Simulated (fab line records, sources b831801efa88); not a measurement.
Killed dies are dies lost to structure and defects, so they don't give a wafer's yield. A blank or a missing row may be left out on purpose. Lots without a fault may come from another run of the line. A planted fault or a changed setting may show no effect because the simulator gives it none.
Chamber matching | flow gf180mcu | GF_V3_CMP_04 on cmp-01: 4 sister chambers
The step polishes SiO2. 4 wafers are shown with their chamber, then 7 later ones without.

WAFERS WITH THEIR CHAMBER
wafer  | chamber | motor_current_A (A)
L832.1 | 0       | 11.9
L832.4 | 1       | 14.9
L835.1 | 3       | 9.5
L835.4 | 2       | 10.9

WAFERS WITHOUT THEIR CHAMBER
wafer  | motor_current_A (A)
L835.6 | 10.3
L846.2 | 10.6
L846.4 | 15.7
L846.5 | 12.5
L850.1 | 10.8
L850.5 | 14.9
L850.6 | 11.9

WHICH CHAMBER EACH WENT THROUGH
wafer  | from the rows above     | in truth
L835.6 | can't be placed: 2 or 3 | 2
L846.2 | can't be placed: 2 or 3 | 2
L846.4 | 1                       | 1
L846.5 | 0                       | 0
L850.1 | 2                       | 2
L850.5 | 1                       | 1
L850.6 | 0                       | 0
Placed correctly: 5 of 7. Can't be placed from these rows: 2 (the true chamber is among the candidates in 2). Placed wrongly: 0.
How it was worked out, from the rows above alone: a wafer's distance from a chamber is the root of the sum, over the readings, of the square of ((its reading less the chamber's mean) divided by the reading's scatter). The wafer belongs to the nearest chamber; if the next one is less than 2 further off, it can't be placed. A chamber's mean is the mean of its shown wafers. The scatter: with one shown wafer a chamber, the root of the mean of the squares of how far each hidden wafer lies from its nearest shown one.
